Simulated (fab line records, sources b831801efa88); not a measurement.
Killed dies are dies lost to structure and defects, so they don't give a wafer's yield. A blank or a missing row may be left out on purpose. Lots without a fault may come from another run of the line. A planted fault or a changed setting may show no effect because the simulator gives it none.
fab line records | flow gf180mcu
record lots=24 wafers=72 last_day=34
route steps=602 shown HV_LDD@198 M2@367 V2@383
lots that met no fault: from a run of the same line without faults
start_h: hours from the record's first day to the start of the lot's first wafer shown | wait_h: hours since the lot's step before | " the same as in the row above | L1.1+2: a row that stands for several wafers | - no value, or no start given | * or withheld: withheld | < > ~ a bound
route shown NAME@n: a module of which the file shows steps, and the number in the route of the first | usual: mean/standard deviation of fault-free wafers | same: alike in all rows | chamber/n: place in a boat | sites: the reading at each site | _std_site: their standard deviation | _edge_site: outer sites' mean less inner sites' | radius_mm: how far each site lies from the wafer's centre | mask NAME#n: copy n | behind: the tool/chamber that last shaped the wafer | hold: why the lot was held/for how many hours/how that ended | device: the transistor (n, p or np) that didn't switch | end of line: the same wafers' tests at the end of the route | a step without rows: its recipe alone | killed: dies lost to structure and defects at the first sort, not the wafer's yield | map: a wafer's dies, x killed, . not, _ none there
set.NAME: the setting as run; set.NAME@STEP: as run at that earlier step | model.NAME: the simulator's own value behind a step, which no gauge read
steps of the route over a sample of lots; a table a step, a row a wafer
services: from which hour (start_h, from the record's first day; less than 0 if before it) a tool's chamber was out of use, for how many hours, and why
## steps
# step GF_HV_LDD_STRIP_22
# recipe chemistry=O2/N2 power_w=1400 pressure_mtorr=1500 platen_temp_c=250 o2_flow_sccm=3000 n2_flow_sccm=300 overash_fraction=0.5
# usual drypump_motor_current_A=5.55/0.27 heater_power_w=348/30 oes_product_au=0.716/0.0045 strip_time_to_endpoint_s=12.61/0.039
# same overash_fraction=0.5
# columns lot.wafer tool chamber start_h wait_h drypump_motor_current_A heater_power_w oes_product_au rf_hours_counter_h strip_time_to_endpoint_s
L074.1 plasma_asher-04 1 236.80 0.1 5.77 318 0.721 61 12.61
L074.2 " 0 " " 5.31 329 0.717 61 12.59
L074.5 " 1 " " 5.77 317 0.718 - 12.69
L075.1 plasma_asher-01 1 238.92 0.1 5.53 372 0.717 62 12.57
L075.4 " 0 " " 5.88 385 0.713 - 12.56
L075.6 " 0 " " 5.86 382 0.723 - 12.56
L076.3 plasma_asher-01 0 243.80 0.1 5.87 390 0.705 - 12.60
L076.4 " 1 " " 5.54 382 0.712 - 12.61
L076.5 " 1 " " 5.53 356 0.715 - 12.59
L077.3 plasma_asher-01 1 255.93 0.1 5.53 369 0.718 - 12.65
L077.5 " 1 " " 5.53 377 0.718 - 12.62
L077.6 " 0 " " 5.85 392 0.722 - 12.64
L078.1 plasma_asher-01 1 267.59 0.1 5.52 372 0.723 65 12.66
L078.5 " 0 " " 5.88 386 0.715 - 12.63
L078.6 " 1 " " 5.53 365 0.715 - 12.61
L079.2 plasma_asher-02 1 273.60 0.1 5.02 315 0.720 16 12.51
L079.4 " 1 " " 5.04 304 0.717 - 12.53
L079.5 " 1 " " 5.01 305 0.710 - 12.51
L080.2 plasma_asher-02 1 277.77 0.1 5.01 314 0.714 16 12.61
L080.4 " 1 " " 5.00 309 0.716 - 12.64
L080.5 " 1 " " 5.01 309 0.727 - 12.66
L081.3 plasma_asher-04 1 289.10 0.1 5.77 323 0.722 - 12.64
L081.4 " 0 " " 5.37 332 0.720 - 12.63
L081.5 " 1 " " 5.76 321 0.719 - 12.63
L082.3 plasma_asher-01 1 295.43 0.1 5.51 376 0.721 - 12.60
L082.4 " 0 " " 5.88 378 0.718 - 12.58
L082.6 " 1 " " 5.52 377 0.720 - 12.59
L083.1 plasma_asher-02 0 301.52 0.1 5.58 351 0.714 19 12.60
L083.4 " 1 " " 5.01 317 0.711 - 12.61
L083.6 " 1 " " 5.00 319 0.716 - 12.56
L084.1 plasma_asher-04 1 310.55 0.1 5.76 321 0.715 71 12.63
L084.4 " 1 " " 5.77 318 0.720 - 12.64
L084.6 " 1 " " 5.76 312 0.705 - 12.62
L085.2 plasma_asher-04 0 318.72 0.1 5.35 324 0.717 72 12.65
L085.5 " 1 " " 5.76 324 0.715 - 12.64
L085.6 " 0 " " 5.34 324 0.716 - 12.62
L086.2 plasma_asher-01 0 323.97 0.1 5.88 393 0.712 68 12.65
L086.4 " 0 " " 5.87 398 0.715 - 12.61
L086.6 " 0 " " 5.88 383 0.716 - 12.67
L087.2 plasma_asher-04 0 332.20 0.1 5.34 330 0.716 73 12.56
L087.4 " 1 " " 5.77 319 0.715 - 12.57
L087.5 " 0 " " 5.36 328 0.712 - 12.59
L088.1 plasma_asher-02 0 337.97 0.1 5.60 359 0.713 24 12.63
L088.3 " 1 " " 5.01 311 0.723 - 12.61
L088.6 " 0 " " 5.59 365 0.723 - 12.60
L089.2 plasma_asher-01 1 344.42 0.1 5.53 376 0.718 71 12.62
L089.3 " 0 " " 5.89 389 0.715 - 12.58
L089.5 " 0 " " 5.88 392 0.715 - 12.57
L090.1 plasma_asher-02 0 353.57 0.1 5.60 361 0.726 25 12.61
L090.3 " 1 " " 5.03 309 0.716 - 12.59
L090.6 " 1 " " 5.00 318 0.717 - 12.62
L091.3 plasma_asher-04 1 362.44 0.1 5.76 324 0.718 - 12.59
L091.4 " 0 " " 5.35 321 0.716 - 12.58
L091.5 " 1 " " 5.74 328 0.723 - 12.58
L092.1 plasma_asher-04 1 384.12 0.1 5.78 311 0.721 78 12.67
L092.3 " 0 " " 5.34 319 0.709 - 12.61
L092.6 " 0 " " 5.37 329 0.712 - 12.67
L093.1 plasma_asher-01 0 393.31 0.1 5.87 384 0.717 76 12.56
L093.2 " 1 " " 5.54 367 0.717 76 12.57
L093.3 " 1 " " 5.53 365 0.718 - 12.55
L094.1 plasma_asher-04 1 397.82 0.1 5.76 316 0.708 80 12.62
L094.2 " 0 " " 5.32 319 0.714 80 12.63
L094.3 " 0 " " 5.32 318 0.714 - 12.61
L095.4 plasma_asher-02 1 401.00 0.1 5.02 312 0.711 - 12.61
L095.5 " 1 " " 5.02 316 0.720 - 12.66
L095.6 " 0 " " 5.58 364 0.719 - 12.64
L096.1 plasma_asher-04 1 405.86 0.1 5.76 317 0.713 81 12.66
L096.5 " 1 " " 5.77 318 0.714 - 12.66
L096.6 " 0 " " 5.35 330 0.724 - 12.68
L097.1 plasma_asher-01 0 414.04 0.1 5.87 390 0.711 79 12.58
L097.3 " 0 " " 5.88 381 0.724 - 12.60
L097.4 " 1 " " 5.51 370 0.709 - 12.55
# step GF_M2_RS_MEAS_05
# recipe thk_meas_gauge=four-point-probe reads=TiN_of_M2_SPUTTER_04+Ti_of_M2_SPUTTER_03+AlCu_of_M2_SPUTTER_02+TiN_of_M2_SPUTTER_01+Ti_of_M2_SPUTTER_00
# usual M2_ALCU_RS=0.0695/0.00082
# columns lot.wafer tool chamber start_h wait_h M2_ALCU_RS[ohm/sq]
L074.1 film_metro-03 - 413.10 0.0 0.0694
L074.2 " - " " 0.0686
L074.5 " - " " 0.0682
L075.1 film_metro-02 - 417.36 0.0 0.0705
L075.4 " - " " 0.0695
L075.6 " - " " 0.0708
L076.3 film_metro-03 - 423.49 0.1 0.0692
L076.4 " - " " 0.0695
L076.5 " - " " 0.0695
L077.3 film_metro-03 - 439.91 0.1 0.0691
L077.5 " - " " 0.0697
L077.6 " - " " 0.0690
L078.1 film_metro-01 - 452.65 0.0 0.0688
L078.5 " - " " 0.0693
L078.6 " - " " 0.0692
L079.2 film_metro-02 - 459.85 0.0 0.0702
L079.4 " - " " 0.0700
L079.5 " - " " 0.0702
L080.2 film_metro-03 - 464.96 0.0 0.0695
L080.4 " - " " 0.0691
L080.5 " - " " 0.0695
L081.3 film_metro-01 - 487.76 0.1 0.0692
L081.4 " - " " 0.0689
L081.5 " - " " 0.0686
L082.3 film_metro-01 - 488.26 0.1 0.0692
L082.4 " - " " 0.0711
L082.6 " - " " 0.0703
L083.1 film_metro-02 - 495.76 0.0 0.0689
L083.4 " - " " 0.0703
L083.6 " - " " 0.0693
L084.1 film_metro-01 - 506.05 0.0 0.0685
L084.4 " - " " 0.0691
L084.6 " - " " 0.0689
L085.2 film_metro-01 - 516.24 0.0 0.0711
L085.5 " - " " 0.0693
L085.6 " - " " 0.0708
L086.2 film_metro-03 - 522.81 0.0 0.0699
L086.4 " - " " 0.0694
L086.6 " - " " 0.0698
L087.2 film_metro-01 - 530.62 0.0 0.0698
L087.4 " - " " 0.0693
L087.5 " - " " 0.0689
L088.1 film_metro-01 - 536.69 0.0 0.0705
L088.3 " - " " 0.0708
L088.6 " - " " 0.0685
L089.2 film_metro-03 - 541.23 0.0 0.0680
L089.3 " - " " 0.0689
L089.5 " - " " 0.0689
L090.1 film_metro-01 - 551.70 0.0 0.0698
L090.3 " - " " 0.0691
L090.6 " - " " 0.0710
L091.3 film_metro-02 - 562.34 0.1 0.0688
L091.4 " - " " 0.0698
L091.5 " - " " 0.0697
L092.1 film_metro-03 - 581.97 0.0 0.0707
L092.3 " - " " 0.0722
L092.6 " - " " 0.0716
L093.1 film_metro-02 - 591.44 0.0 0.0681
L093.2 " - " " 0.0688
L093.3 " - " " 0.0684
L094.1 film_metro-03 - 593.46 0.0 0.0698
L094.2 " - " " 0.0691
L094.3 " - " " 0.0679
L095.4 film_metro-03 - 597.47 0.1 0.0689
L095.5 " - " " 0.0696
L095.6 " - " " 0.0706
L096.1 film_metro-01 - 602.02 0.0 0.0699
L096.5 " - " " 0.0701
L096.6 " - " " 0.0685
L097.1 film_metro-03 - 607.25 0.0 0.0697
L097.3 " - " " 0.0697
L097.4 " - " " 0.0687
# step GF_M2_CD_MEAS_14
# recipe target_cd_nm=280
# usual cd_nm=279.9/1.2
# columns lot.wafer tool chamber start_h wait_h cd_nm
L074.1 cd_sem-01 - 437.26 0.1 279.0
L074.2 " - " " 278.2
L074.5 " - " " 278.6
L075.1 cd_sem-01 - 440.86 0.1 278.2
L075.4 " - " " 280.4
L075.6 " - " " 278.5
L076.3 cd_sem-02 - 447.50 0.1 281.0
L076.4 " - " " 282.3
L076.5 " - " " 281.6
L077.3 cd_sem-01 - 464.45 0.1 280.9
L077.5 " - " " 279.4
L077.6 " - " " 280.0
L078.1 cd_sem-01 - 476.96 0.1 280.3
L078.5 " - " " 277.8
L078.6 " - " " 279.7
L079.2 cd_sem-02 - 485.18 0.1 280.3
L079.4 " - " " 280.5
L079.5 " - " " 280.2
L080.2 cd_sem-01 - 489.63 0.1 280.6
L080.4 " - " " 279.1
L080.5 " - " " 279.7
L081.3 cd_sem-01 - 511.05 0.1 281.1
L081.4 " - " " 280.6
L081.5 " - " " 279.6
L082.3 cd_sem-02 - 511.70 0.1 278.7
L082.4 " - " " 278.9
L082.6 " - " " 279.9
L083.1 cd_sem-02 - 518.81 0.1 278.7
L083.4 " - " " 278.4
L083.6 " - " " 279.8
L084.1 cd_sem-01 - 528.26 0.1 279.2
L084.4 " - " " 278.6
L084.6 " - " " 281.2
L085.2 cd_sem-01 - 538.23 0.1 279.5
L085.5 " - " " 278.3
L085.6 " - " " 277.7
L086.2 cd_sem-01 - 545.28 0.1 278.6
L086.4 " - " " 280.3
L086.6 " - " " 279.6
L087.2 cd_sem-02 - 553.03 0.1 280.2
L087.4 " - " " 279.1
L087.5 " - " " 280.0
L088.1 cd_sem-02 - 558.71 0.1 280.2
L088.3 " - " " 280.3
L088.6 " - " " 280.6
L089.2 cd_sem-01 - 563.23 0.1 281.1
L089.3 " - " " 281.6
L089.5 " - " " 282.3
L090.1 cd_sem-01 - 572.31 0.1 278.3
L090.3 " - " " 278.4
L090.6 " - " " 279.7
L091.3 cd_sem-01 - 583.45 0.1 281.0
L091.4 " - " " 280.6
L091.5 " - " " 280.5
L092.1 cd_sem-01 - 602.51 0.1 279.5
L092.3 " - " " 280.3
L092.6 " - " " 280.1
L093.1 cd_sem-02 - 612.22 0.1 281.6
L093.2 " - " " 283.3
L093.3 " - " " 282.2
L094.1 cd_sem-01 - 614.22 0.1 280.7
L094.2 " - " " 278.9
L094.3 " - " " 279.3
L095.4 cd_sem-02 - 617.51 0.1 279.6
L095.5 " - " " 279.5
L095.6 " - " " 278.8
L096.1 cd_sem-01 - 622.70 0.1 279.7
L096.5 " - " " 280.8
L096.6 " - " " 281.6
L097.1 cd_sem-02 - 627.46 0.1 281.0
L097.3 " - " " 279.9
L097.4 " - " " 280.5
# step GF_V2_THK_MEAS_01
# recipe reads=SiO2_of_V2_CVD_00
# usual V2_CVD_00_THK=599/6
# columns lot.wafer tool chamber start_h wait_h V2_CVD_00_THK[nm]
L074.1 film_metro-02 - 438.13 0.0 600
L074.2 " - " " 594
L074.5 " - " " 589
L075.1 film_metro-01 - 441.73 0.0 600
L075.4 " - " " 602
L075.6 " - " " 591
L076.3 film_metro-04 - 448.71 0.1 587
L076.4 " - " " 585
L076.5 " - " " 585
L077.3 film_metro-02 - 465.30 0.1 602
L077.5 " - " " 602
L077.6 " - " " 597
L078.1 film_metro-02 - 477.90 0.0 600
L078.5 " - " " 604
L078.6 " - " " 603
L079.2 film_metro-04 - 486.04 0.0 598
L079.4 " - " " 597
L079.5 " - " " 595
L080.2 film_metro-01 - 490.49 0.0 601
L080.4 " - " " 607
L080.5 " - " " 602
L081.3 film_metro-02 - 511.91 0.1 599
L081.4 " - " " 591
L081.5 " - " " 603
L082.3 film_metro-01 - 512.56 0.1 594
L082.4 " - " " 601
L082.6 " - " " 598
L083.1 film_metro-04 - 519.69 0.0 592
L083.4 " - " " 583
L083.6 " - " " 596
L084.1 film_metro-04 - 529.16 0.0 595
L084.4 " - " " 607
L084.6 " - " " 597
L085.2 film_metro-01 - 539.10 0.0 589
L085.5 " - " " 602
L085.6 " - " " 604
L086.2 film_metro-02 - 546.17 0.0 594
L086.4 " - " " 601
L086.6 " - " " 600
L087.2 film_metro-04 - 553.91 0.0 595
L087.4 " - " " 600
L087.5 " - " " 593
L088.1 film_metro-01 - 559.62 0.0 601
L088.3 " - " " 599
L088.6 " - " " 605
L089.2 film_metro-02 - 564.16 0.1 610
L089.3 " - " " 600
L089.5 " - " " 607
L090.1 film_metro-04 - 573.21 0.0 600
L090.3 " - " " 594
L090.6 " - " " 606
L091.3 film_metro-04 - 584.30 0.1 595
L091.4 " - " " 595
L091.5 " - " " 597
L092.1 film_metro-04 - 603.38 0.0 599
L092.3 " - " " 600
L092.6 " - " " 607
L093.1 film_metro-01 - 613.24 0.0 601
L093.2 " - " " 603
L093.3 " - " " 592
L094.1 film_metro-01 - 615.10 0.0 595
L094.2 " - " " 603
L094.3 " - " " 598
L095.4 film_metro-04 - 618.36 0.0 594
L095.5 " - " " 599
L095.6 " - " " 606
L096.1 film_metro-01 - 623.58 0.0 608
L096.5 " - " " 601
L096.6 " - " " 603
L097.1 film_metro-01 - 628.33 0.0 593
L097.3 " - " " 597
L097.4 " - " " 596
# step GF_V2_STRIP_18
# recipe chemistry=O2/N2 power_w=1400 pressure_mtorr=1500 platen_temp_c=250 o2_flow_sccm=3000 n2_flow_sccm=300 overash_fraction=0.5
# usual drypump_motor_current_A=5.53/0.29 heater_power_w=357/28 oes_product_au=0.593/0.0046
# same overash_fraction=0.5
# columns lot.wafer tool chamber start_h wait_h drypump_motor_current_A heater_power_w oes_product_au rf_hours_counter_h
L074.1 plasma_asher-02 1 463.09 - 5.01 311 0.593 37
L074.2 " 0 " " 5.60 368 0.597 37
L074.5 " 1 " " 5.02 308 0.606 -
L075.1 plasma_asher-01 0 466.99 - 5.88 386 0.588 85
L075.4 " 0 " " 5.87 397 0.586 -
L075.6 " 0 " " 5.90 382 0.587 -
L076.3 plasma_asher-02 0 473.56 - 5.59 354 0.594 -
L076.4 " 1 " " 5.02 313 0.603 -
L076.5 " 1 " " 5.02 311 0.593 -
L077.3 plasma_asher-01 1 490.28 - 5.52 378 0.593 -
L077.5 " 1 " " 5.53 368 0.601 -
L077.6 " 0 " " 5.87 388 0.596 -
L078.1 plasma_asher-02 1 501.69 - 5.03 319 0.590 40
L078.5 " 1 " " 5.02 306 0.596 -
L078.6 " 0 " " 5.59 355 0.593 -
L079.2 plasma_asher-02 0 510.59 - 5.60 351 0.590 41
L079.4 " 0 " " 5.60 353 0.596 -
L079.5 " 0 " " 5.60 357 0.596 -
L080.2 plasma_asher-01 0 514.64 - 5.88 387 0.606 90
L080.4 " 1 " " 5.51 362 0.591 -
L080.5 " 0 " " 5.86 389 0.599 -
L081.3 plasma_asher-01 1 535.78 - 5.51 381 0.583 -
L081.4 " 0 " " 5.87 384 0.593 -
L081.5 " 1 " " 5.51 366 0.592 -
L082.3 plasma_asher-01 1 536.45 - 5.52 374 0.589 -
L082.4 " 0 " " 5.88 392 0.593 -
L082.6 " 1 " " 5.53 369 0.585 -
L083.1 plasma_asher-04 0 543.89 - 5.35 328 0.597 11
L083.4 " 0 " " 5.34 326 0.590 -
L083.6 " 0 " " 5.33 317 0.597 -
L084.1 plasma_asher-02 0 552.77 - 5.60 352 0.591 46
L084.4 " 1 " " 5.04 314 0.589 -
L084.6 " 0 " " 5.60 357 0.596 -
L085.2 plasma_asher-04 0 562.17 - 5.36 332 0.590 13
L085.5 " 1 " " 5.74 337 0.596 -
L085.6 " 0 " " 5.36 325 0.590 -
L086.2 plasma_asher-02 0 568.82 - 5.60 362 0.588 47
L086.4 " 1 " " 5.02 319 0.590 -
L086.6 " 1 " " 5.02 317 0.606 -
L087.2 plasma_asher-04 0 576.14 - 5.34 324 0.594 14
L087.4 " 0 " " 5.34 332 0.586 -
L087.5 " 1 " " 5.75 338 0.591 -
L088.1 plasma_asher-02 0 581.09 - 5.60 354 0.596 48
L088.3 " 0 " " 5.59 354 0.591 -
L088.6 " 0 " " 5.59 361 0.588 -
L089.2 plasma_asher-01 1 587.13 - 5.53 370 0.588 98
L089.3 " 0 " " 5.87 390 0.597 -
L089.5 " 1 " " 5.53 364 0.584 -
L090.1 plasma_asher-02 0 594.89 - 5.60 350 0.597 50
L090.3 " 0 " " 5.60 358 0.592 -
L090.6 " 1 " " 5.01 307 0.597 -
L091.3 plasma_asher-01 1 606.55 - 5.52 370 0.590 -
L091.4 " 0 " " 5.85 387 0.600 -
L091.5 " 0 " " 5.84 387 0.594 -
L092.1 plasma_asher-01 0 625.52 - 5.87 387 0.594 104
L092.3 " 1 " " 5.54 383 0.594 -
L092.6 " 0 " " 5.86 387 0.594 -
L093.1 plasma_asher-01 0 635.03 - 5.87 385 0.598 106
L093.2 " 1 " " 5.54 375 0.593 106
L093.3 " 1 " " 5.52 363 0.598 -
L094.1 plasma_asher-01 0 636.44 - 5.88 380 0.590 106
L094.2 " 1 " " 5.54 370 0.588 106
L094.3 " 0 " " 5.90 396 0.592 -
L095.4 plasma_asher-01 0 639.88 - 5.88 388 0.592 -
L095.5 " 1 " " 5.53 365 0.599 -
L095.6 " 0 " " 5.88 386 0.595 -
L096.1 plasma_asher-01 0 644.19 - 5.86 392 0.595 107
L096.5 " 0 " " 5.86 381 0.591 -
L096.6 " 1 " " 5.54 377 0.592 -
L097.1 plasma_asher-02 0 649.09 - 5.59 355 0.584 55
L097.3 " 1 " " 5.02 311 0.590 -
L097.4 " 0 " " 5.59 359 0.597 -
# step GF_V2_SPUTTER_22
# recipe material=TiN target_thk_nm=10 chamber_pressure_pa=5 power_w=4000 time_s=40
# usual throttle_valve_pct=29.9/0.9
# columns lot.wafer tool chamber start_h wait_h throttle_valve_pct
L074.1 pvd_sputter-04 - 463.70 0.0 29.9
L074.2 " - " " 30.9
L074.5 " - " " 30.8
L075.1 pvd_sputter-02 - 467.59 0.0 29.9
L075.4 " - " " 30.1
L075.6 " - " " 30.2
L076.3 pvd_sputter-04 - 474.12 0.0 30.3
L076.4 " - " " 29.6
L076.5 " - " " 30.9
L077.3 pvd_sputter-02 - 490.90 0.0 31.4
L077.5 " - " " 30.0
L077.6 " - " " 29.5
L078.1 pvd_sputter-02 - 502.36 0.0 29.9
L078.5 " - " " 30.0
L078.6 " - " " 30.0
L079.2 pvd_sputter-02 - 511.20 0.0 31.1
L079.4 " - " " 30.3
L079.5 " - " " 31.5
L080.2 pvd_sputter-04 - 515.24 0.0 30.8
L080.4 " - " " 30.1
L080.5 " - " " 31.0
L081.3 pvd_sputter-04 - 536.37 0.0 29.3
L081.4 " - " " 30.0
L081.5 " - " " 29.5
L082.3 pvd_sputter-02 - 537.02 0.0 29.6
L082.4 " - " " 30.0
L082.6 " - " " 29.6
L083.1 pvd_sputter-01 - 544.49 0.0 28.7
L083.4 " - " " 27.6
L083.6 " - " " 30.5
L084.1 pvd_sputter-01 - 553.40 0.0 30.4
L084.4 " - " " 27.6
L084.6 " - " " 28.6
L085.2 pvd_sputter-04 - 562.77 0.0 30.1
L085.5 " - " " 29.4
L085.6 " - " " 31.1
L086.2 pvd_sputter-01 - 569.42 0.0 28.7
L086.4 " - " " 27.5
L086.6 " - " " 27.8
L087.2 pvd_sputter-02 - 576.74 0.0 29.6
L087.4 " - " " 30.0
L087.5 " - " " 29.5
L088.1 pvd_sputter-02 - 581.69 0.0 30.1
L088.3 " - " " 29.7
L088.6 " - " " 31.6
L089.2 pvd_sputter-04 - 587.73 0.0 29.8
L089.3 " - " " 30.9
L089.5 " - " " 30.8
L090.1 pvd_sputter-02 - 595.52 0.0 30.1
L090.3 " - " " 29.5
L090.6 " - " " 29.6
L091.3 pvd_sputter-02 - 607.12 0.0 29.6
L091.4 " - " " 31.4
L091.5 " - " " 31.2
L092.1 pvd_sputter-01 - 626.12 0.0 28.8
L092.3 " - " " 28.6
L092.6 " - " " 28.8
L093.1 pvd_sputter-02 - 635.62 0.0 31.3
L093.2 " - " " 29.6
L093.3 " - " " 29.8
L094.1 pvd_sputter-04 - 637.04 0.0 29.9
L094.2 " - " " 31.0
L094.3 " - " " 30.8
L095.4 pvd_sputter-04 - 640.44 0.0 29.9
L095.5 " - " " 29.2
L095.6 " - " " 30.9
L096.1 pvd_sputter-02 - 644.79 0.0 29.9
L096.5 " - " " 29.6
L096.6 " - " " 30.3
L097.1 pvd_sputter-01 - 649.73 0.0 28.4
L097.3 " - " " 28.8
L097.4 " - " " 27.7
## services
# columns tool chamber start_h hours kind
pvd_sputter-02 - 231.99 1.2 repair
pvd_sputter-04 - 268.38 1.9 repair
plasma_asher-01 - 272.98 14.6 pm
plasma_asher-01 - 298.20 8.0 repair
pvd_sputter-01 - 401.74 0.9 repair
plasma_asher-02 - 404.19 2.8 pm
plasma_asher-02 - 415.67 1.5 repair
pvd_sputter-02 - 420.35 2.8 repair
plasma_asher-04 - 421.25 9.0 pm
plasma_asher-04 - 430.25 7.2 pm
plasma_asher-02 - 432.48 2.2 repair
pvd_sputter-02 - 477.57 0.7 repair
plasma_asher-04 - 478.19 1.2 repair
pvd_sputter-01 - 528.28 6.5 repair
pvd_sputter-04 - 544.21 2.5 repair
pvd_sputter-02 - 570.16 2.9 repair
plasma_asher-04 - 582.89 2.8 pm
pvd_sputter-02 - 584.92 3.3 repair
plasma_asher-04 - 594.31 2.4 repair
plasma_asher-04 - 603.09 54.8 repair
plasma_asher-02 - 607.08 4.0 repair
plasma_asher-01 - 631.86 0.5 repair
plasma_asher-02 - 634.77 12.7 repair
pvd_sputter-01 - 638.24 4.0 repair
## key
fault none
